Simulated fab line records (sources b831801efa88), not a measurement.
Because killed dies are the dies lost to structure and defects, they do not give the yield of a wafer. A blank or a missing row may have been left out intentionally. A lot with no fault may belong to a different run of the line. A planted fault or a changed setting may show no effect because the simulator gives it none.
fab line records || flow gf180mcu
record: {"lots": 5, "wafers": 15, "lastDay": 34}
route steps=602 shown CONTACT@290
lots untouched by any fault: they come from a run of this same line in which no faults occurred
startH: hours from the record's first day to the start of the lot's first wafer shown || waitH: how many hours have passed since the lot's step before this one || " unchanged from the row above || L1.1+2: one row covering several wafers at once || - no value, or no start was given || * or withheld: withheld || < > ~ a bound
route shown NAME@n: NAME is a module with steps in the file, n the number in the route of the first one || usual: mean/standard deviation taken from wafers without a fault || same: alike in all rows || chamber/n: place in a boat || sites: readings site by site || _std_site: the values' standard deviation || _edge_site: the outer-site mean with the inner-site mean subtracted || radiusMm: for every site, how far away it sits from the centre of the wafer || mask NAME#n: copy n || behind: the tool/chamber that last shaped the wafer || hold: cause of the lot's hold/its duration in hours/its outcome || device: whichever transistor did not switch (one of n, p or np) || end of line: the tests these same wafers got at the end of their route || step lacking rows: just its recipe || killed: dies that structure and defects cost at the first sort, which is not the same as the wafer's yield || map: the dies of a wafer, with x for killed, . for not killed, _ for no die there
set.NAME: the setting as run; set.NAME@STEP: as run at that earlier step || model.NAME: the simulator's own value behind a step, which no gauge read
lots at selected steps of the route; one table per step, one row per wafer
services: when a tool's chamber went out of use (startH, in hours from the record's first day, below 0 if earlier), for how many hours, and the reason
== steps ==
step: GF_CONTACT_THK_MEAS_03
recipe: {"reads": "SiO2_of_CONTACT_CVD_02"}
usual: {"CONTACT_CVD_02_THK": "859/11"}
{"lot.wafer": "L074.1", "tool": "filmMetro-03", "chamber": "-", "startH": 352.68, "waitH": 0.0, "CONTACT_CVD_02_THK[nm]": 848}
{"lot.wafer": "L074.3", "tool": "filmMetro-03", "chamber": "-", "startH": 352.68, "waitH": 0.0, "CONTACT_CVD_02_THK[nm]": 876}
{"lot.wafer": "L074.4", "tool": "filmMetro-03", "chamber": "-", "startH": 352.68, "waitH": 0.0, "CONTACT_CVD_02_THK[nm]": 856}
{"lot.wafer": "L075.1", "tool": "filmMetro-02", "chamber": "-", "startH": 354.89, "waitH": 0.0, "CONTACT_CVD_02_THK[nm]": 853}
{"lot.wafer": "L075.3", "tool": "filmMetro-02", "chamber": "-", "startH": 354.89, "waitH": 0.0, "CONTACT_CVD_02_THK[nm]": 852}
{"lot.wafer": "L075.5", "tool": "filmMetro-02", "chamber": "-", "startH": 354.89, "waitH": 0.0, "CONTACT_CVD_02_THK[nm]": 869}
{"lot.wafer": "L085.1", "tool": "filmMetro-03", "chamber": "-", "startH": 438.02, "waitH": 0.0, "CONTACT_CVD_02_THK[nm]": 861}
{"lot.wafer": "L085.4", "tool": "filmMetro-03", "chamber": "-", "startH": 438.02, "waitH": 0.0, "CONTACT_CVD_02_THK[nm]": 860}
{"lot.wafer": "L085.6", "tool": "filmMetro-03", "chamber": "-", "startH": 438.02, "waitH": 0.0, "CONTACT_CVD_02_THK[nm]": 874}
{"lot.wafer": "L091.1", "tool": "filmMetro-03", "chamber": "-", "startH": 491.13, "waitH": 0.0, "CONTACT_CVD_02_THK[nm]": 837}
{"lot.wafer": "L091.2", "tool": "filmMetro-03", "chamber": "-", "startH": 491.13, "waitH": 0.0, "CONTACT_CVD_02_THK[nm]": 859}
{"lot.wafer": "L091.3", "tool": "filmMetro-03", "chamber": "-", "startH": 491.13, "waitH": 0.0, "CONTACT_CVD_02_THK[nm]": 837}
{"lot.wafer": "L096.3", "tool": "filmMetro-01", "chamber": "-", "startH": 524.11, "waitH": 0.1, "CONTACT_CVD_02_THK[nm]": 855}
{"lot.wafer": "L096.4", "tool": "filmMetro-01", "chamber": "-", "startH": 524.11, "waitH": 0.1, "CONTACT_CVD_02_THK[nm]": 865}
{"lot.wafer": "L096.6", "tool": "filmMetro-01", "chamber": "-", "startH": 524.11, "waitH": 0.1, "CONTACT_CVD_02_THK[nm]": 866}
step: GF_CONTACT_CMP_04
recipe: {"material": "SiO2", "downForcePsi": 4, "platenRpm": 60, "padVelocityMS": 0.94248}
usual: {"motorCurrentA": "11.9/1.1", "slurryFlowMlMin": "150.0/0.43", "timeToEndpointS": "115/7.2"}
{"lot.wafer": "L074.4", "tool": "cmp-01", "chamber": 2, "startH": 352.74, "waitH": 0.0, "motorCurrentA": 10.2, "slurryFlowMlMin": 150.5, "timeToEndpointS": 113}
{"lot.wafer": "L074.1", "tool": "cmp-01", "chamber": 0, "startH": 352.74, "waitH": 0.0, "motorCurrentA": 12.5, "slurryFlowMlMin": 150.5, "timeToEndpointS": 102}
{"lot.wafer": "L074.3", "tool": "cmp-01", "chamber": 1, "startH": 352.74, "waitH": 0.0, "motorCurrentA": 10.9, "slurryFlowMlMin": 150.1, "timeToEndpointS": 119}
{"lot.wafer": "L075.3", "tool": "cmp-01", "chamber": 3, "startH": 355.32, "waitH": 0.4, "motorCurrentA": 12.5, "slurryFlowMlMin": 149.8, "timeToEndpointS": 109}
{"lot.wafer": "L075.1", "tool": "cmp-01", "chamber": 0, "startH": 355.32, "waitH": 0.4, "motorCurrentA": 13.4, "slurryFlowMlMin": 149.2, "timeToEndpointS": 104}
{"lot.wafer": "L075.5", "tool": "cmp-01", "chamber": 3, "startH": 355.32, "waitH": 0.4, "motorCurrentA": 12.7, "slurryFlowMlMin": 150.0, "timeToEndpointS": 119}
{"lot.wafer": "L085.4", "tool": "cmp-01", "chamber": 2, "startH": 438.08, "waitH": 0.0, "motorCurrentA": 10.9, "slurryFlowMlMin": 149.4, "timeToEndpointS": 111}
{"lot.wafer": "L085.1", "tool": "cmp-01", "chamber": 3, "startH": 438.08, "waitH": 0.0, "motorCurrentA": 12.5, "slurryFlowMlMin": 149.8, "timeToEndpointS": 119}
{"lot.wafer": "L085.6", "tool": "cmp-01", "chamber": 3, "startH": 438.08, "waitH": 0.0, "motorCurrentA": 13.1, "slurryFlowMlMin": 150.4, "timeToEndpointS": 120}
{"lot.wafer": "L091.3", "tool": "cmp-01", "chamber": 2, "startH": 491.19, "waitH": 0.0, "motorCurrentA": 10.7, "slurryFlowMlMin": 149.1, "timeToEndpointS": 110}
{"lot.wafer": "L091.1", "tool": "cmp-01", "chamber": 0, "startH": 491.19, "waitH": 0.0, "motorCurrentA": 13.0, "slurryFlowMlMin": 150.6, "timeToEndpointS": 108}
{"lot.wafer": "L091.2", "tool": "cmp-01", "chamber": 1, "startH": 491.19, "waitH": 0.0, "motorCurrentA": 11.0, "slurryFlowMlMin": 149.4, "timeToEndpointS": 120}
{"lot.wafer": "L096.3", "tool": "cmp-01", "chamber": 3, "startH": 524.15, "waitH": 0.0, "motorCurrentA": 12.8, "slurryFlowMlMin": 150.8, "timeToEndpointS": 118}
{"lot.wafer": "L096.4", "tool": "cmp-01", "chamber": 0, "startH": 524.15, "waitH": 0.0, "motorCurrentA": 13.0, "slurryFlowMlMin": 150.5, "timeToEndpointS": 116}
{"lot.wafer": "L096.6", "tool": "cmp-01", "chamber": 0, "startH": 524.15, "waitH": 0.0, "motorCurrentA": 13.7, "slurryFlowMlMin": 150.5, "timeToEndpointS": 116}
step: GF_CONTACT_BOW_MEAS_05
recipe: {"mode": "bow"}
usual: {"CONTACT_BOW": "65/6.4"}
{"lot.wafer": "L074.1", "tool": "filmMetro-02", "chamber": "-", "startH": 353.04, "waitH": 0.1, "CONTACT_BOW[um]": 63}
{"lot.wafer": "L074.3", "tool": "filmMetro-02", "chamber": "-", "startH": 353.04, "waitH": 0.1, "CONTACT_BOW[um]": 55}
{"lot.wafer": "L074.4", "tool": "filmMetro-02", "chamber": "-", "startH": 353.04, "waitH": 0.1, "CONTACT_BOW[um]": 65}
{"lot.wafer": "L075.1", "tool": "filmMetro-02", "chamber": "-", "startH": 355.62, "waitH": 0.2, "CONTACT_BOW[um]": 62}
{"lot.wafer": "L075.3", "tool": "filmMetro-02", "chamber": "-", "startH": 355.62, "waitH": 0.2, "CONTACT_BOW[um]": 66}
{"lot.wafer": "L075.5", "tool": "filmMetro-02", "chamber": "-", "startH": 355.62, "waitH": 0.2, "CONTACT_BOW[um]": 42}
{"lot.wafer": "L085.1", "tool": "filmMetro-03", "chamber": "-", "startH": 438.38, "waitH": 0.2, "CONTACT_BOW[um]": 60}
{"lot.wafer": "L085.4", "tool": "filmMetro-03", "chamber": "-", "startH": 438.38, "waitH": 0.2, "CONTACT_BOW[um]": 68}
{"lot.wafer": "L085.6", "tool": "filmMetro-03", "chamber": "-", "startH": 438.38, "waitH": 0.2, "CONTACT_BOW[um]": 61}
{"lot.wafer": "L091.1", "tool": "filmMetro-01", "chamber": "-", "startH": 491.49, "waitH": 0.1, "CONTACT_BOW[um]": 80}
{"lot.wafer": "L091.2", "tool": "filmMetro-01", "chamber": "-", "startH": 491.49, "waitH": 0.1, "CONTACT_BOW[um]": 69}
{"lot.wafer": "L091.3", "tool": "filmMetro-01", "chamber": "-", "startH": 491.49, "waitH": 0.1, "CONTACT_BOW[um]": 57}
{"lot.wafer": "L096.3", "tool": "filmMetro-02", "chamber": "-", "startH": 524.49, "waitH": 0.3, "CONTACT_BOW[um]": 64}
{"lot.wafer": "L096.4", "tool": "filmMetro-02", "chamber": "-", "startH": 524.49, "waitH": 0.3, "CONTACT_BOW[um]": 66}
{"lot.wafer": "L096.6", "tool": "filmMetro-02", "chamber": "-", "startH": 524.49, "waitH": 0.3, "CONTACT_BOW[um]": 62}
step: GF_CONTACT_DEHYDRATE_06
recipe: {"tempC": 200, "timeS": 60}
same: {"timeS": 60}
{"lot.wafer": "L074.1+3+4", "tool": "lithoTrack-04", "chamber": 0, "startH": 362.86, "waitH": 9.8}
{"lot.wafer": "L075.1+3+5", "tool": "lithoTrack-04", "chamber": 0, "startH": 365.51, "waitH": 9.9}
{"lot.wafer": "L085.1+4+6", "tool": "lithoTrack-03", "chamber": 0, "startH": 449.70, "waitH": 11.3}
{"lot.wafer": "L091.1+2+3", "tool": "lithoTrack-04", "chamber": 0, "startH": 502.66, "waitH": 11.1}
{"lot.wafer": "L096.3+4+6", "tool": "lithoTrack-04", "chamber": 0, "startH": 535.36, "waitH": 10.8}
step: GF_CONTACT_HMDS_07
recipe: {"primeTimeS": 60, "primeTempC": 120}
usual: {"primeTempC": "120.00/0.13"}
same: {"primeTimeS": 60}
{"lot.wafer": "L074.1", "tool": "lithoTrack-04", "chamber": 0, "startH": 363.01, "waitH": 0.1, "primeTempC": 120.03}
{"lot.wafer": "L074.3", "tool": "lithoTrack-04", "chamber": 0, "startH": 363.01, "waitH": 0.1, "primeTempC": 119.93}
{"lot.wafer": "L074.4", "tool": "lithoTrack-04", "chamber": 0, "startH": 363.01, "waitH": 0.1, "primeTempC": 119.83}
{"lot.wafer": "L075.1", "tool": "lithoTrack-04", "chamber": 0, "startH": 365.66, "waitH": 0.1, "primeTempC": 119.91}
{"lot.wafer": "L075.3", "tool": "lithoTrack-04", "chamber": 0, "startH": 365.66, "waitH": 0.1, "primeTempC": 119.97}
{"lot.wafer": "L075.5", "tool": "lithoTrack-04", "chamber": 0, "startH": 365.66, "waitH": 0.1, "primeTempC": 119.90}
{"lot.wafer": "L085.1", "tool": "lithoTrack-03", "chamber": 0, "startH": 449.85, "waitH": 0.1, "primeTempC": 120.03}
{"lot.wafer": "L085.4", "tool": "lithoTrack-03", "chamber": 0, "startH": 449.85, "waitH": 0.1, "primeTempC": 120.14}
{"lot.wafer": "L085.6", "tool": "lithoTrack-03", "chamber": 0, "startH": 449.85, "waitH": 0.1, "primeTempC": 120.23}
{"lot.wafer": "L091.1", "tool": "lithoTrack-04", "chamber": 0, "startH": 502.81, "waitH": 0.1, "primeTempC": 120.18}
{"lot.wafer": "L091.2", "tool": "lithoTrack-04", "chamber": 0, "startH": 502.81, "waitH": 0.1, "primeTempC": 120.13}
{"lot.wafer": "L091.3", "tool": "lithoTrack-04", "chamber": 0, "startH": 502.81, "waitH": 0.1, "primeTempC": 120.17}
{"lot.wafer": "L096.3", "tool": "lithoTrack-04", "chamber": 0, "startH": 535.51, "waitH": 0.1, "primeTempC": 119.89}
{"lot.wafer": "L096.4", "tool": "lithoTrack-04", "chamber": 0, "startH": 535.51, "waitH": 0.1, "primeTempC": 120.22}
{"lot.wafer": "L096.6", "tool": "lithoTrack-04", "chamber": 0, "startH": 535.51, "waitH": 0.1, "primeTempC": 120.19}
step: GF_CONTACT_COAT_08
recipe: {"resist": "BARC", "tempC": "withheld", "timeS": "withheld", "spinRpm": "withheld", "resistThkNm": "withheld"}
{"lot.wafer": "L074.1+3+4", "tool": "lithoTrack-04", "chamber": 0, "startH": 363.16, "waitH": 0.1}
{"lot.wafer": "L075.1+3+5", "tool": "lithoTrack-04", "chamber": 0, "startH": 365.81, "waitH": 0.1}
{"lot.wafer": "L085.1+4+6", "tool": "lithoTrack-03", "chamber": 0, "startH": 450.00, "waitH": 0.1}
{"lot.wafer": "L091.1+2+3", "tool": "lithoTrack-04", "chamber": 0, "startH": 502.96, "waitH": 0.1}
{"lot.wafer": "L096.3+4+6", "tool": "lithoTrack-04", "chamber": 0, "startH": 535.66, "waitH": 0.1}
step: GF_CONTACT_COAT_09
recipe: {"resist": "KrF", "spinRpm": "withheld", "resistThkNm": 1000}
{"lot.wafer": "L074.1+3+4", "tool": "lithoTrack-04", "chamber": 0, "startH": "-", "waitH": "-"}
{"lot.wafer": "L075.1+3+5", "tool": "lithoTrack-04", "chamber": 0, "startH": "-", "waitH": "-"}
{"lot.wafer": "L085.1+4+6", "tool": "lithoTrack-03", "chamber": 0, "startH": "-", "waitH": "-"}
{"lot.wafer": "L091.1+2+3", "tool": "lithoTrack-04", "chamber": 0, "startH": "-", "waitH": "-"}
{"lot.wafer": "L096.3+4+6", "tool": "lithoTrack-04", "chamber": 0, "startH": "-", "waitH": "-"}
step: GF_CONTACT_SOFTBAKE_10
recipe: {"tempC": 130, "timeS": 60, "resist": "KrF"}
same: {"timeS": 60}
{"lot.wafer": "L074.1+3+4", "tool": "lithoTrack-04", "chamber": 0, "startH": "-", "waitH": "-"}
{"lot.wafer": "L075.1+3+5", "tool": "lithoTrack-04", "chamber": 0, "startH": "-", "waitH": "-"}
{"lot.wafer": "L085.1+4+6", "tool": "lithoTrack-03", "chamber": 0, "startH": "-", "waitH": "-"}
{"lot.wafer": "L091.1+2+3", "tool": "lithoTrack-04", "chamber": 0, "startH": "-", "waitH": "-"}
{"lot.wafer": "L096.3+4+6", "tool": "lithoTrack-04", "chamber": 0, "startH": "-", "waitH": "-"}
step: GF_CONTACT_EXPOSE_11
recipe: {"maskId": "Contact", "targetCdNm": 220, "na": 0.68, "sourceShape": "conventional", "sigmaOuter": 0.6, "doseMj": 38}
{"lot.wafer": "L074.1+3+4", "tool": "krfScanner-01", "chamber": 0, "startH": "-", "waitH": "-", "mask": "Contact#0"}
{"lot.wafer": "L075.1+3+5", "tool": "krfScanner-01", "chamber": 0, "startH": "-", "waitH": "-", "mask": "Contact#0"}
{"lot.wafer": "L085.1+4+6", "tool": "krfScanner-01", "chamber": 0, "startH": "-", "waitH": "-", "mask": "Contact#0"}
{"lot.wafer": "L091.1+2+3", "tool": "krfScanner-02", "chamber": 0, "startH": "-", "waitH": "-", "mask": "Contact#0"}
{"lot.wafer": "L096.3+4+6", "tool": "krfScanner-01", "chamber": 0, "startH": "-", "waitH": "-", "mask": "Contact#0"}
step: GF_CONTACT_PEB_12
recipe: {"pebTempC": 135, "pebTimeS": 90, "resist": "KrF"}
{"lot.wafer": "L074.1+3+4", "tool": "lithoTrack-01", "chamber": 0, "startH": "-", "waitH": "-"}
{"lot.wafer": "L075.1+3+5", "tool": "lithoTrack-04", "chamber": 0, "startH": "-", "waitH": "-"}
{"lot.wafer": "L085.1+4+6", "tool": "lithoTrack-01", "chamber": 0, "startH": "-", "waitH": "-"}
{"lot.wafer": "L091.1+2+3", "tool": "lithoTrack-04", "chamber": 0, "startH": "-", "waitH": "-"}
{"lot.wafer": "L096.3+4+6", "tool": "lithoTrack-01", "chamber": 0, "startH": "-", "waitH": "-"}
step: GF_CONTACT_DEVELOP_13
recipe: {"developTimeS": 60, "resist": "KrF", "devTempC": 21}
same: {"developTimeS": 60}
{"lot.wafer": "L074.1+3+4", "tool": "lithoTrack-01", "chamber": 0, "startH": 374.28, "waitH": 0.2}
{"lot.wafer": "L075.1+3+5", "tool": "lithoTrack-04", "chamber": 0, "startH": 377.31, "waitH": 0.2}
{"lot.wafer": "L085.1+4+6", "tool": "lithoTrack-01", "chamber": 0, "startH": 462.43, "waitH": 0.2}
{"lot.wafer": "L091.1+2+3", "tool": "lithoTrack-04", "chamber": 0, "startH": 514.66, "waitH": 0.2}
{"lot.wafer": "L096.3+4+6", "tool": "lithoTrack-01", "chamber": 0, "startH": 546.93, "waitH": 0.1}
step: GF_CONTACT_CD_MEAS_14
recipe: {"targetCdNm": 220}
usual: {"cdNm": "220.1/1.4"}
{"lot.wafer": "L074.1", "tool": "cdSem-01", "chamber": "-", "startH": 374.43, "waitH": 0.1, "cdNm": 220.5}
{"lot.wafer": "L074.3", "tool": "cdSem-01", "chamber": "-", "startH": 374.43, "waitH": 0.1, "cdNm": 219.4}
{"lot.wafer": "L074.4", "tool": "cdSem-01", "chamber": "-", "startH": 374.43, "waitH": 0.1, "cdNm": 219.8}
{"lot.wafer": "L075.1", "tool": "cdSem-01", "chamber": "-", "startH": 377.46, "waitH": 0.1, "cdNm": 217.5}
{"lot.wafer": "L075.3", "tool": "cdSem-01", "chamber": "-", "startH": 377.46, "waitH": 0.1, "cdNm": 218.2}
{"lot.wafer": "L075.5", "tool": "cdSem-01", "chamber": "-", "startH": 377.46, "waitH": 0.1, "cdNm": 219.6}
{"lot.wafer": "L085.1", "tool": "cdSem-01", "chamber": "-", "startH": 462.58, "waitH": 0.1, "cdNm": 221.3}
{"lot.wafer": "L085.4", "tool": "cdSem-01", "chamber": "-", "startH": 462.58, "waitH": 0.1, "cdNm": 221.8}
{"lot.wafer": "L085.6", "tool": "cdSem-01", "chamber": "-", "startH": 462.58, "waitH": 0.1, "cdNm": 220.9}
{"lot.wafer": "L091.1", "tool": "cdSem-02", "chamber": "-", "startH": 514.81, "waitH": 0.1, "cdNm": 217.2}
{"lot.wafer": "L091.2", "tool": "cdSem-02", "chamber": "-", "startH": 514.81, "waitH": 0.1, "cdNm": 216.7}
{"lot.wafer": "L091.3", "tool": "cdSem-02", "chamber": "-", "startH": 514.81, "waitH": 0.1, "cdNm": 217.9}
{"lot.wafer": "L096.3", "tool": "cdSem-01", "chamber": "-", "startH": 547.07, "waitH": 0.1, "cdNm": 220.2}
{"lot.wafer": "L096.4", "tool": "cdSem-01", "chamber": "-", "startH": 547.07, "waitH": 0.1, "cdNm": 219.9}
{"lot.wafer": "L096.6", "tool": "cdSem-01", "chamber": "-", "startH": 547.07, "waitH": 0.1, "cdNm": 218.8}
step: GF_CONTACT_OVL_MEAS_15
usual: {"CONTACT_OVL": "-4/4.6"}
{"lot.wafer": "L074.1", "tool": "overlay-02", "chamber": "-", "startH": 374.55, "waitH": 0.1, "CONTACT_OVL[nm]": -6}
{"lot.wafer": "L074.3", "tool": "overlay-02", "chamber": "-", "startH": 374.55, "waitH": 0.1, "CONTACT_OVL[nm]": -10}
{"lot.wafer": "L074.4", "tool": "overlay-02", "chamber": "-", "startH": 374.55, "waitH": 0.1, "CONTACT_OVL[nm]": -9}
{"lot.wafer": "L075.1", "tool": "overlay-02", "chamber": "-", "startH": 377.58, "waitH": 0.1, "CONTACT_OVL[nm]": -3}
{"lot.wafer": "L075.3", "tool": "overlay-02", "chamber": "-", "startH": 377.58, "waitH": 0.1, "CONTACT_OVL[nm]": -4}
{"lot.wafer": "L075.5", "tool": "overlay-02", "chamber": "-", "startH": 377.58, "waitH": 0.1, "CONTACT_OVL[nm]": -1}
{"lot.wafer": "L085.1", "tool": "overlay-01", "chamber": "-", "startH": 462.70, "waitH": 0.1, "CONTACT_OVL[nm]": -3}
{"lot.wafer": "L085.4", "tool": "overlay-01", "chamber": "-", "startH": 462.70, "waitH": 0.1, "CONTACT_OVL[nm]": 0}
{"lot.wafer": "L085.6", "tool": "overlay-01", "chamber": "-", "startH": 462.70, "waitH": 0.1, "CONTACT_OVL[nm]": -7}
{"lot.wafer": "L091.1", "tool": "overlay-01", "chamber": "-", "startH": 514.93, "waitH": 0.1, "CONTACT_OVL[nm]": -1}
{"lot.wafer": "L091.2", "tool": "overlay-01", "chamber": "-", "startH": 514.93, "waitH": 0.1, "CONTACT_OVL[nm]": 0}
{"lot.wafer": "L091.3", "tool": "overlay-01", "chamber": "-", "startH": 514.93, "waitH": 0.1, "CONTACT_OVL[nm]": 2}
{"lot.wafer": "L096.3", "tool": "overlay-01", "chamber": "-", "startH": 547.16, "waitH": 0.1, "CONTACT_OVL[nm]": -4}
{"lot.wafer": "L096.4", "tool": "overlay-01", "chamber": "-", "startH": 547.16, "waitH": 0.1, "CONTACT_OVL[nm]": -13}
{"lot.wafer": "L096.6", "tool": "overlay-01", "chamber": "-", "startH": 547.16, "waitH": 0.1, "CONTACT_OVL[nm]": -12}
step: GF_CONTACT_ETCH_16
recipe: {"chemistry": "N2/H2", "targetDepthA": "withheld", "overetchA": "withheld", "timeS": "withheld", "target": "BARC", "ionEnergyEv": 200, "sourceW": 500, "biasW": 100, "pressureMtorr": 30, "n2FlowSccm": 100, "h2FlowSccm": 200}
usual: {"chamberPressureMTorr": "30.000/0.028", "drypumpMotorCurrentA": "5.9/0.43", "oesProductAu": "0.855/0.0043", "throttleValvePct": "13.224/0.0095"}
{"lot.wafer": "L074.1", "tool": "rieDiel-03", "chamber": 1, "startH": 374.58, "waitH": 0.0, "chamberPressureMTorr": 29.960, "drypumpMotorCurrentA": 5.6, "oesProductAu": 0.848, "throttleValvePct": 13.239}
{"lot.wafer": "L074.3", "tool": "rieDiel-03", "chamber": 3, "startH": 374.58, "waitH": 0.0, "chamberPressureMTorr": 30.002, "drypumpMotorCurrentA": 6.1, "oesProductAu": 0.854, "throttleValvePct": 13.219}
{"lot.wafer": "L074.4", "tool": "rieDiel-03", "chamber": 2, "startH": 374.58, "waitH": 0.0, "chamberPressureMTorr": 30.004, "drypumpMotorCurrentA": 5.6, "oesProductAu": 0.855, "throttleValvePct": 13.216}
{"lot.wafer": "L075.1", "tool": "rieDiel-04", "chamber": 2, "startH": 377.62, "waitH": 0.0, "chamberPressureMTorr": 30.018, "drypumpMotorCurrentA": 6.4, "oesProductAu": 0.862, "throttleValvePct": 13.229}
{"lot.wafer": "L075.3", "tool": "rieDiel-04", "chamber": 3, "startH": 377.62, "waitH": 0.0, "chamberPressureMTorr": 29.971, "drypumpMotorCurrentA": 5.6, "oesProductAu": 0.862, "throttleValvePct": 13.246}
{"lot.wafer": "L075.5", "tool": "rieDiel-04", "chamber": 1, "startH": 377.62, "waitH": 0.0, "chamberPressureMTorr": 29.993, "drypumpMotorCurrentA": 6.3, "oesProductAu": 0.859, "throttleValvePct": 13.227}
{"lot.wafer": "L085.1", "tool": "rieDiel-04", "chamber": 3, "startH": 462.73, "waitH": 0.0, "chamberPressureMTorr": 30.042, "drypumpMotorCurrentA": 5.6, "oesProductAu": 0.858, "throttleValvePct": 13.221}
{"lot.wafer": "L085.4", "tool": "rieDiel-04", "chamber": 0, "startH": 462.73, "waitH": 0.0, "chamberPressureMTorr": 29.982, "drypumpMotorCurrentA": 5.2, "oesProductAu": 0.865, "throttleValvePct": 13.232}
{"lot.wafer": "L085.6", "tool": "rieDiel-04", "chamber": 3, "startH": 462.73, "waitH": 0.0, "chamberPressureMTorr": 30.023, "drypumpMotorCurrentA": 5.6, "oesProductAu": 0.857, "throttleValvePct": 13.241}
{"lot.wafer": "L091.1", "tool": "rieDiel-02", "chamber": 2, "startH": 514.97, "waitH": 0.0, "chamberPressureMTorr": 30.014, "drypumpMotorCurrentA": 6.4, "oesProductAu": 0.857, "throttleValvePct": 13.232}
{"lot.wafer": "L091.2", "tool": "rieDiel-02", "chamber": 3, "startH": 514.97, "waitH": 0.0, "chamberPressureMTorr": 29.994, "drypumpMotorCurrentA": 5.3, "oesProductAu": 0.852, "throttleValvePct": 13.229}
{"lot.wafer": "L091.3", "tool": "rieDiel-02", "chamber": 1, "startH": 514.97, "waitH": 0.0, "chamberPressureMTorr": 30.008, "drypumpMotorCurrentA": 6.3, "oesProductAu": 0.855, "throttleValvePct": 13.240}
{"lot.wafer": "L096.3", "tool": "rieDiel-02", "chamber": 2, "startH": 547.18, "waitH": 0.0, "chamberPressureMTorr": 30.021, "drypumpMotorCurrentA": 6.4, "oesProductAu": 0.846, "throttleValvePct": 13.234}
{"lot.wafer": "L096.4", "tool": "rieDiel-02", "chamber": 0, "startH": 547.18, "waitH": 0.0, "chamberPressureMTorr": 30.018, "drypumpMotorCurrentA": 5.9, "oesProductAu": 0.854, "throttleValvePct": 13.232}
{"lot.wafer": "L096.6", "tool": "rieDiel-02", "chamber": 0, "startH": 547.18, "waitH": 0.0, "chamberPressureMTorr": 30.025, "drypumpMotorCurrentA": 6.0, "oesProductAu": 0.855, "throttleValvePct": 13.221}
== services ==
{"tool": "krfScanner-02", "chamber": "-", "startH": 330.73, "hours": 0.2, "kind": "repair"}
{"tool": "rieDiel-03", "chamber": "-", "startH": 334.80, "hours": 2.8, "kind": "pm"}
{"tool": "krfScanner-01", "chamber": "-", "startH": 344.64, "hours": 1.0, "kind": "pm"}
{"tool": "rieDiel-04", "chamber": 2, "startH": 352.72, "hours": 5.4, "kind": "repair"}
{"tool": "lithoTrack-03", "chamber": "-", "startH": 353.08, "hours": "-", "kind": "consumableReplace:filter"}
{"tool": "cmp-01", "chamber": "-", "startH": 354.30, "hours": 0.7, "kind": "repair"}
{"tool": "rieDiel-02", "chamber": 1, "startH": 356.38, "hours": 56.8, "kind": "repair"}
{"tool": "cmp-01", "chamber": "-", "startH": 357.93, "hours": 0.9, "kind": "repair"}
{"tool": "krfScanner-01", "chamber": "-", "startH": 358.49, "hours": 0.8, "kind": "pm"}
{"tool": "cmp-01", "chamber": "-", "startH": 366.49, "hours": 1.4, "kind": "repair"}
{"tool": "cmp-01", "chamber": "-", "startH": 373.09, "hours": 4.1, "kind": "repair"}
{"tool": "krfScanner-02", "chamber": "-", "startH": 385.57, "hours": 1.3, "kind": "pm"}
{"tool": "rieDiel-04", "chamber": "-", "startH": 389.65, "hours": 1.0, "kind": "repair"}
{"tool": "rieDiel-04", "chamber": "-", "startH": 410.54, "hours": 0.5, "kind": "repair"}
{"tool": "krfScanner-01", "chamber": "-", "startH": 417.35, "hours": 3.2, "kind": "repair"}
{"tool": "rieDiel-04", "chamber": 2, "startH": 447.51, "hours": 15.5, "kind": "repair"}
{"tool": "krfScanner-01", "chamber": "-", "startH": 460.04, "hours": 1.3, "kind": "pm"}
{"tool": "cmp-01", "chamber": "-", "startH": 462.85, "hours": 4.0, "kind": "repair"}
{"tool": "krfScanner-02", "chamber": "-", "startH": 468.26, "hours": 0.8, "kind": "pm"}
{"tool": "krfScanner-02", "chamber": "-", "startH": 486.91, "hours": 1.0, "kind": "pm"}
{"tool": "rieDiel-04", "chamber": 2, "startH": 492.35, "hours": 5.2, "kind": "repair"}
{"tool": "krfScanner-01", "chamber": "-", "startH": 513.64, "hours": 1.0, "kind": "pm"}
{"tool": "rieDiel-03", "chamber": 0, "startH": 515.14, "hours": 3.0, "kind": "repair"}
{"tool": "krfScanner-01", "chamber": "-", "startH": 527.29, "hours": 0.8, "kind": "pm"}
== key ==
fault none
